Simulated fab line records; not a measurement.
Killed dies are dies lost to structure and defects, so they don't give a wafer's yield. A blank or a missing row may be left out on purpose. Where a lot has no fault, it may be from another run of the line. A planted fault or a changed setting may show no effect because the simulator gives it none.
What tool caused it? :: flow gf180mcu :: 39 wafers from 13 lots sampled at 5 of the route's 602 steps

## WHAT THE GAUGES SHOWED, per wafer
GF_V3_THK_MEAS_01.
lot: L829
measured: day 21 14:26
on: filmMetro-04
V3_CVD_00_THK (nm): 596 606 595

lot: L830
measured: day 22 08:52
on: filmMetro-04
V3_CVD_00_THK (nm): 593 592 599

lot: L831
measured: day 22 13:37
on: filmMetro-02
V3_CVD_00_THK (nm): 609 600 600

lot: L833
measured: day 23 05:58
on: filmMetro-04
V3_CVD_00_THK (nm): 595 598 591

lot: L841
measured: day 26 04:05
on: filmMetro-04
V3_CVD_00_THK (nm): 596 601 601

lot: L842
measured: day 26 05:14
on: filmMetro-04
V3_CVD_00_THK (nm): 608 600 610

lot: L843
measured: day 26 17:17
on: filmMetro-03
V3_CVD_00_THK (nm): 594 589 594

lot: L844
measured: day 26 22:55
on: filmMetro-02
V3_CVD_00_THK (nm): 601 606 606

lot: L846
measured: day 27 13:41
on: filmMetro-04
V3_CVD_00_THK (nm): 601 594 600

lot: L847
measured: day 27 16:58
on: filmMetro-04
V3_CVD_00_THK (nm): 604 599 599

lot: L848
measured: day 28 06:17
on: filmMetro-03
V3_CVD_00_THK (nm): 602 592 599

lot: L849
measured: day 28 08:06
on: filmMetro-03
V3_CVD_00_THK (nm): 596 595 595

lot: L850
measured: day 28 15:07
on: filmMetro-02
V3_CVD_00_THK (nm): 609 603 611

GF_V4_THK_MEAS_01.
lot: L829
measured: day 23 16:02
on: filmMetro-03
V4_CVD_00_THK (nm): 595 604 601

lot: L830
measured: day 24 09:29
on: filmMetro-02
V4_CVD_00_THK (nm): 600 604 602

lot: L831
measured: day 24 13:09
on: filmMetro-03
V4_CVD_00_THK (nm): 470 595 474

lot: L833
measured: day 25 04:52
on: filmMetro-03
V4_CVD_00_THK (nm): 603 602 476

lot: L841
measured: day 28 00:47
on: filmMetro-02
V4_CVD_00_THK (nm): 606 602 609

lot: L842
measured: day 28 01:26
on: filmMetro-01
V4_CVD_00_THK (nm): 604 601 602

lot: L843
measured: day 28 12:51
on: filmMetro-03
V4_CVD_00_THK (nm): 595 591 592

lot: L844
measured: day 28 17:16
on: filmMetro-01
V4_CVD_00_THK (nm): 603 596 599

lot: L846
measured: day 29 08:49
on: filmMetro-02
V4_CVD_00_THK (nm): 591 591 591

lot: L847
measured: day 29 11:46
on: filmMetro-02
V4_CVD_00_THK (nm): 597 597 601

lot: L848
measured: day 30 00:04
on: filmMetro-02
V4_CVD_00_THK (nm): 595 591 600

lot: L849
measured: day 30 02:01
on: filmMetro-01
V4_CVD_00_THK (nm): 604 602 598

lot: L850
measured: day 30 07:43
on: filmMetro-03
V4_CVD_00_THK (nm): 600 600 607

## WHAT TOOL EACH LOT RAN ON (gives the tool, then ch and the chambers of the sampled wafers, and finally the start)
lot: L829
GF_V2_SPUTTER_22: pvdSputter-02, day 20 12:53
GF_M4_SPUTTER_02: pvdSputter-02, day 22 16:15
GF_V4_CVD_00: hdpcvd-02 ch 0,1,2, day 23 15:58

lot: L830
GF_V2_SPUTTER_22: pvdSputter-01, day 21 06:39
GF_M4_SPUTTER_02: pvdSputter-02, day 23 10:16
GF_V4_CVD_00: hdpcvd-01 ch 0,1, day 24 09:23

lot: L831
GF_V2_SPUTTER_22: pvdSputter-02, day 21 12:22
GF_M4_SPUTTER_02: pvdSputter-02, day 23 14:19
GF_V4_CVD_00: hdpcvd-02 ch 0,1, day 24 13:03

lot: L833
GF_V2_SPUTTER_22: pvdSputter-02, day 22 05:47
GF_M4_SPUTTER_02: pvdSputter-04, day 24 06:28
GF_V4_CVD_00: hdpcvd-02 ch 0,1,2, day 25 04:47

lot: L841
GF_V2_SPUTTER_22: pvdSputter-01, day 25 05:32
GF_M4_SPUTTER_02: pvdSputter-03, day 27 03:01
GF_V4_CVD_00: hdpcvd-01 ch 1,2, day 28 00:43

lot: L842
GF_V2_SPUTTER_22: pvdSputter-02, day 25 06:47
GF_M4_SPUTTER_02: pvdSputter-04, day 27 03:43
GF_V4_CVD_00: hdpcvd-02 ch 0,2, day 28 01:22

lot: L843
GF_V2_SPUTTER_22: pvdSputter-01, day 25 18:38
GF_M4_SPUTTER_02: pvdSputter-02, day 27 16:07
GF_V4_CVD_00: hdpcvd-01 ch 0,1,2, day 28 12:46

lot: L844
GF_V2_SPUTTER_22: pvdSputter-02, day 26 00:31
GF_M4_SPUTTER_02: pvdSputter-04, day 27 20:37
GF_V4_CVD_00: hdpcvd-02 ch 0,1,2, day 28 17:10

lot: L846
GF_V2_SPUTTER_22: pvdSputter-01, day 26 15:14
GF_M4_SPUTTER_02: pvdSputter-03, day 28 12:13
GF_V4_CVD_00: hdpcvd-02 ch 0,1,2, day 29 08:45

lot: L847
GF_V2_SPUTTER_22: pvdSputter-01, day 26 18:34
GF_M4_SPUTTER_02: pvdSputter-04, day 28 15:11
GF_V4_CVD_00: hdpcvd-02 ch 0,1, day 29 11:41

lot: L848
GF_V2_SPUTTER_22: pvdSputter-02, day 27 08:26
GF_M4_SPUTTER_02: pvdSputter-04, day 29 03:49
GF_V4_CVD_00: hdpcvd-01 ch 0,1,2, day 29 23:59

lot: L849
GF_V2_SPUTTER_22: pvdSputter-03, day 27 09:41
GF_M4_SPUTTER_02: pvdSputter-02, day 29 05:53
GF_V4_CVD_00: hdpcvd-01 ch 0,2, day 30 01:56

lot: L850
GF_V2_SPUTTER_22: pvdSputter-03, day 27 16:56
GF_M4_SPUTTER_02: pvdSputter-03, day 29 12:53
GF_V4_CVD_00: hdpcvd-01 ch 0,1, day 30 07:38
- GF_V2_SPUTTER_22: material TiN, target thk 10 nm, time 40 s.
- GF_M4_SPUTTER_02: material AlCu, target thk 450 nm, time 23.9 s.
- GF_V4_CVD_00: deposits SiO2, target thk 600 nm, time 100 s.

## WHAT THE TOOLS THEMSELVES READ (means of the sampled wafers that have a number; where no wafer has one, the mark that the record gives instead)
GF_V2_SPUTTER_22.
lot: L829
tool: pvdSputter-02
throttleValvePct (%): 31.0

lot: L830
tool: pvdSputter-01
throttleValvePct (%): 29.3

lot: L831
tool: pvdSputter-02
throttleValvePct (%): 31.0

lot: L833
tool: pvdSputter-02
throttleValvePct (%): 31.0

lot: L841
tool: pvdSputter-01
throttleValvePct (%): 29.5

lot: L842
tool: pvdSputter-02
throttleValvePct (%): 31.0

lot: L843
tool: pvdSputter-01
throttleValvePct (%): 30.3

lot: L844
tool: pvdSputter-02
throttleValvePct (%): 30.9

lot: L846
tool: pvdSputter-01
throttleValvePct (%): 29.5

lot: L847
tool: pvdSputter-01
throttleValvePct (%): 30.8

lot: L848
tool: pvdSputter-02
throttleValvePct (%): 30.3

lot: L849
tool: pvdSputter-03
throttleValvePct (%): 29.5

lot: L850
tool: pvdSputter-03
throttleValvePct (%): 29.2

GF_M4_SPUTTER_02.
lot: L829
tool: pvdSputter-02
throttleValvePct (%): 31.6

lot: L830
tool: pvdSputter-02
throttleValvePct (%): 30.9

lot: L831
tool: pvdSputter-02
throttleValvePct (%): 30.5

lot: L833
tool: pvdSputter-04
throttleValvePct (%): 29.7

lot: L841
tool: pvdSputter-03
throttleValvePct (%): 29.6

lot: L842
tool: pvdSputter-04
throttleValvePct (%): 29.6

lot: L843
tool: pvdSputter-02
throttleValvePct (%): 31.1

lot: L844
tool: pvdSputter-04
throttleValvePct (%): 30.0

lot: L846
tool: pvdSputter-03
throttleValvePct (%): 29.9

lot: L847
tool: pvdSputter-04
throttleValvePct (%): 29.4

lot: L848
tool: pvdSputter-04
throttleValvePct (%): 30.0

lot: L849
tool: pvdSputter-02
throttleValvePct (%): 31.0

lot: L850
tool: pvdSputter-03
throttleValvePct (%): 29.9

GF_V4_CVD_00.
lot: L829
tool: hdpcvd-02
sih4FlowSccm (sccm): 59.97
susceptorTempC (C): 400.06

lot: L830
tool: hdpcvd-01
sih4FlowSccm (sccm): 60.05
susceptorTempC (C): 399.92

lot: L831
tool: hdpcvd-02
sih4FlowSccm (sccm): 52.03
susceptorTempC (C): 400.20

lot: L833
tool: hdpcvd-02
sih4FlowSccm (sccm): 55.88
susceptorTempC (C): 400.06

lot: L841
tool: hdpcvd-01
sih4FlowSccm (sccm): 60.00
susceptorTempC (C): 400.10

lot: L842
tool: hdpcvd-02
sih4FlowSccm (sccm): 59.77
susceptorTempC (C): 399.95

lot: L843
tool: hdpcvd-01
sih4FlowSccm (sccm): 59.93
susceptorTempC (C): 400.18

lot: L844
tool: hdpcvd-02
sih4FlowSccm (sccm): 59.93
susceptorTempC (C): 400.05

lot: L846
tool: hdpcvd-02
sih4FlowSccm (sccm): 60.02
susceptorTempC (C): 400.13

lot: L847
tool: hdpcvd-02
sih4FlowSccm (sccm): 60.08
susceptorTempC (C): 400.16

lot: L848
tool: hdpcvd-01
sih4FlowSccm (sccm): 59.96
susceptorTempC (C): 399.91

lot: L849
tool: hdpcvd-01
sih4FlowSccm (sccm): 60.07
susceptorTempC (C): 400.16

lot: L850
tool: hdpcvd-01
sih4FlowSccm (sccm): 59.94
susceptorTempC (C): 400.13

## THE ANSWER, worked out from the rows above alone
Rule: usual is defined by the lots themselves. The widest of any qualifying gaps counts: lots, ordered by their means at a reading, are off when they make up no more than a third of the lots, leave a main group of 4 or more, and stand apart from it by 3 or more times the standard deviation of that group's means. A main group is skipped when, at the precision printed for the reading in the tables above, its means are all equal. A lot without any number at a reading at which 4 lots or more have one is off too. Where the step has rows for the other lots, those lots are counted as sound. Order of review: gauges by route order, followed by the tools' own readings, for which a lot's mean as printed above is used. The first step at which some lot is off is used, and at that step the reading that is off furthest; a lot without a number counts as furthest.
Off: L831, L833, at GF_V4_THK_MEAS_01 (V4_CVD_00_THK). For the main group the mean is 599 nm and the standard deviation 4.3.
A tool fits if, at a process step before that reading, it ran every lot that is off, and no sound lot after the first of them. The gauges at GF_V4_THK_MEAS_01 aren't tried: what is off there is off at GF_V4_CVD_00 too, on other tools, and a gauge's error can't cause that. None of those tried fits.

## WHAT HAD BEEN PUT IN BY THE SIMULATOR
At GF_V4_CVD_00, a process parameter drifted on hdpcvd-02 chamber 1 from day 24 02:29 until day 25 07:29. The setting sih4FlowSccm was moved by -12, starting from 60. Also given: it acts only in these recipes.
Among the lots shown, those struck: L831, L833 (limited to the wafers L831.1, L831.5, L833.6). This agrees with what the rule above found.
